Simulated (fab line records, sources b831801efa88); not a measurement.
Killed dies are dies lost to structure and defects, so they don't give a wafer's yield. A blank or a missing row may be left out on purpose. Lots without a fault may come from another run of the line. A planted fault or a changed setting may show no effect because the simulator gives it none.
Which tool did it? | flow sky130 | 11 lots, 31 wafers sampled, at 5 steps of a route of 708

WHAT THE GAUGES READ, wafer by wafer
SKY_POLY_GATE_THK_MEAS_21.
lot  | measured     | on            | POLY_GATE_OXIDATION_THK (nm)
L543 | day 16 17:43 | film_metro-02 | 3.97 3.95 3.89
L544 | day 17 12:19 | film_metro-03 | 4.10 4.04 4.12
L547 | day 18 16:56 | film_metro-03 | 4.03 4.01 3.97
L548 | day 18 16:57 | film_metro-01 | 3.96 4.03 4.00
L552 | day 20 05:37 | film_metro-01 | 4.09 4.04
L553 | day 20 15:56 | film_metro-01 | 3.93 3.97
L560 | day 23 07:34 | film_metro-03 | 3.98 4.03 4.04
L561 | day 23 11:22 | film_metro-01 | 3.99 4.04 3.97
L562 | day 23 16:46 | film_metro-01 | 3.95 4.01 3.98
L563 | day 24 08:05 | film_metro-03 | 3.86 3.90 3.84
L565 | day 24 19:36 | film_metro-01 | 4.08 4.03 4.05

SKY_LDD_LDN_OVL_MEAS_07.
lot  | measured     | on         | LDD_LDN_OVL (nm)
L543 | day 23 02:22 | overlay-01 | -1.0 -1.9 0.1
L544 | day 23 21:47 | overlay-02 | 2.1 1.5 0.6
L547 | day 25 02:49 | overlay-02 | 0.8 1.4 0.1
L548 | day 25 01:19 | overlay-01 | 0.7 2.3 0.3
L552 | day 26 13:19 | overlay-01 | 1.0 -0.8
L553 | day 26 22:53 | overlay-01 | -0.2 0.1
L560 | day 29 11:31 | overlay-01 | -0.6 -0.2 -1.4
L561 | day 29 13:00 | overlay-01 | 0.3 0.1 -1.5
L562 | day 29 16:36 | overlay-01 | -1.7 -1.9 -3.1
L563 | day 30 07:28 | overlay-02 | 0.4 3.1 0.5
L565 | day 30 19:22 | overlay-02 | -1.9 0.6 -2.0

WHICH TOOL RAN EACH LOT (tool, then ch and the chambers of the sampled wafers, then the start)
lot  | SKY_PWDE_STRIP_09                   | SKY_POLY_GATE_ETCH_15              | SKY_POLY_GATE_STRIP_18
L543 | plasma_asher-03 ch 0,1, day 4 05:26 | rie_diel-01 ch 0,1, day 16 15:16   | plasma_asher-02 ch 0,1, day 16 15:32
L544 | plasma_asher-04 ch 0,1, day 4 09:06 | rie_diel-04 ch 0,2,3, day 17 08:58 | plasma_asher-01 ch 0,1, day 17 09:13
L547 | plasma_asher-04 ch 0,1, day 5 02:23 | rie_diel-04 ch 0,1,2, day 18 14:31 | plasma_asher-01 ch 0,1, day 18 14:46
L548 | plasma_asher-02 ch 0,1, day 5 03:05 | rie_diel-01 ch 0,2,3, day 18 14:40 | plasma_asher-01 ch 0,1, day 18 14:55
L552 | plasma_asher-03 ch 0,1, day 6 03:21 | rie_diel-01 ch 1, day 20 03:20     | plasma_asher-01 ch 0, day 20 03:35
L553 | plasma_asher-04 ch 0, day 6 07:44   | rie_diel-01 ch 1,2, day 20 14:16   | plasma_asher-02 ch 0, day 20 14:32
L560 | plasma_asher-02 ch 0,1, day 8 01:46 | rie_diel-04 ch 1,3, day 23 05:55   | plasma_asher-01 ch 0,1, day 23 06:09
L561 | plasma_asher-02 ch 1, day 8 07:48   | rie_diel-04 ch 2,3, day 23 09:43   | plasma_asher-02 ch 0,1, day 23 09:57
L562 | plasma_asher-03 ch 0,1, day 8 11:21 | rie_diel-04 ch 1,2,3, day 23 15:07 | plasma_asher-02 ch 0,1, day 23 15:22
L563 | plasma_asher-02 ch 0, day 8 18:11   | rie_diel-04 ch 0,1,2, day 24 03:59 | plasma_asher-01 ch 0,1, day 24 04:14
L565 | plasma_asher-03 ch 0,1, day 9 07:30 | rie_diel-02 ch 0,1,3, day 24 17:56 | plasma_asher-01 ch 0,1, day 24 18:11
- SKY_PWDE_STRIP_09: strips in O2/N2.
- SKY_POLY_GATE_ETCH_15: etches BARC in N2/H2, stops on SiO2, time 118.5 s, target depth 110 nm.
- SKY_POLY_GATE_STRIP_18: strips in O2/N2.

WHAT THE TOOLS THEMSELVES READ (means of the sampled wafers that have a number; where no wafer has one, the mark that the record gives instead)
SKY_PWDE_STRIP_09.
lot  | tool            | drypump_motor_current_A (A) | o2_flow_sccm (sccm) | oes_product_au (a.u.) | strip_time_to_endpoint_s (s)
L543 | plasma_asher-03 | 5.9                         | 3002                | 0.722                 | 36.83
L544 | plasma_asher-04 | 5.9                         | 3005                | 0.723                 | 37.07
L547 | plasma_asher-04 | 5.8                         | 2994                | 0.726                 | 37.05
L548 | plasma_asher-02 | 5.9                         | 3012                | 0.725                 | 36.77
L552 | plasma_asher-03 | 5.9                         | 2992                | 0.718                 | 36.84
L553 | plasma_asher-04 | 5.8                         | 3004                | 0.725                 | 36.97
L560 | plasma_asher-02 | 6.2                         | 2997                | 0.724                 | 36.96
L561 | plasma_asher-02 | 5.4                         | 2997                | 0.723                 | 36.84
L562 | plasma_asher-03 | 5.9                         | 3005                | 0.721                 | 36.95
L563 | plasma_asher-02 | 6.6                         | 3001                | 0.720                 | 36.84
L565 | plasma_asher-03 | 5.9                         | 3000                | 0.722                 | 37.02

SKY_POLY_GATE_ETCH_15.
lot  | tool        | bias_w (W) | drypump_motor_current_A (A) | oes_product_au (a.u.) | rf_fwd_power_W (W) | run_length_s (s) | throttle_valve_pct (%)
L543 | rie_diel-01 | 100.3      | 5.3                         | 0.714                 | 499.3              | 146.9            | 13.217
L544 | rie_diel-04 | 99.9       | 5.8                         | 0.715                 | 495.4              | 147.3            | 13.213
L547 | rie_diel-04 | 100.5      | 5.6                         | 0.723                 | 496.4              | 147.0            | 13.205
L548 | rie_diel-01 | 99.8       | 5.8                         | 0.713                 | 496.3              | 147.0            | 13.214
L552 | rie_diel-01 | 100.0      | 5.9                         | 0.691                 | 494.2              | 158.6            | 13.207
L553 | rie_diel-01 | 100.2      | 6.1                         | 0.657                 | 495.2              | 170.2            | 13.213
L560 | rie_diel-04 | 100.0      | 5.6                         | 0.714                 | 494.2              | 146.7            | 13.210
L561 | rie_diel-04 | 99.7       | 5.6                         | 0.716                 | 497.2              | 146.7            | 13.222
L562 | rie_diel-04 | 100.1      | 5.6                         | 0.716                 | 498.2              | 146.7            | 13.208
L563 | rie_diel-04 | 99.9       | 5.6                         | 0.716                 | 495.9              | 147.2            | 13.208
L565 | rie_diel-02 | 99.9       | 5.9                         | 0.713                 | 497.0              | 147.2            | 13.198

SKY_POLY_GATE_STRIP_18.
lot  | tool            | drypump_motor_current_A (A) | o2_flow_sccm (sccm) | oes_product_au (a.u.) | strip_time_to_endpoint_s (s)
L543 | plasma_asher-02 | 6.2                         | 3005                | 0.360                 | 3.146
L544 | plasma_asher-01 | 5.4                         | 3007                | 0.364                 | 3.175
L547 | plasma_asher-01 | 5.4                         | 3004                | 0.360                 | 3.193
L548 | plasma_asher-01 | 5.4                         | 2995                | 0.363                 | 3.153
L552 | plasma_asher-01 | 5.2                         | 3005                | 0.352                 | 3.067
L553 | plasma_asher-02 | 6.6                         | 2992                | 0.352                 | 2.981
L560 | plasma_asher-01 | 5.4                         | 3009                | 0.358                 | 3.108
L561 | plasma_asher-02 | 6.2                         | 2997                | 0.365                 | 3.180
L562 | plasma_asher-02 | 5.9                         | 2999                | 0.361                 | 3.150
L563 | plasma_asher-01 | 5.6                         | 2995                | 0.359                 | 3.144
L565 | plasma_asher-01 | 5.6                         | 3006                | 0.367                 | 3.132

THE ANSWER, worked out from the rows above alone
Rule: what is usual is taken from the lots themselves. Put in order of their means at a reading, lots are off if they are a third of the lots or fewer, leave a main group of 4 or more, and stand apart from it by a gap of 3 or more times the standard deviation of the main group's means; of several such gaps the widest counts. A main group whose means are all the same, to the digits that the tables above print for the reading, isn't used. A lot without any number at a reading at which 4 lots or more have one is off too. The other lots that the step has rows for count as sound. The gauges are gone through in route order, then the tools' own readings, and for those a lot's mean is taken as printed above. The first step at which some lot is off is used, and at that step the reading that is off furthest; a lot without a number counts as furthest.
Off: L552, L553, at SKY_POLY_GATE_ETCH_15 (run_length_s). The main group: mean 147.0 s, standard deviation 0.22.
A tool fits if, at that step or a process step before it, it ran every lot that is off, and no sound lot after the first of them. One fits: rie_diel-01 at SKY_POLY_GATE_ETCH_15. Its last sound lot is L548 (day 18 14:40), its first lot that is off L552 (day 20 03:20): a fault that began between those two fits.
The tool's own readings at SKY_POLY_GATE_ETCH_15 bear it out: on the lots that are off they differ by more than 5 times the standard deviation of the sound lots' means. oes_product_au reads 0.674 a.u. there against 0.716 a.u. on the sound lots; run_length_s reads 164.4 s there against 147.0 s on the sound lots.

WHAT THE SIMULATOR HAD PUT IN
Process parameter drift: rie_diel-01, from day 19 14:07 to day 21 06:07, at SKY_POLY_GATE_ETCH_15. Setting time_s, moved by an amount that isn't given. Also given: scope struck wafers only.
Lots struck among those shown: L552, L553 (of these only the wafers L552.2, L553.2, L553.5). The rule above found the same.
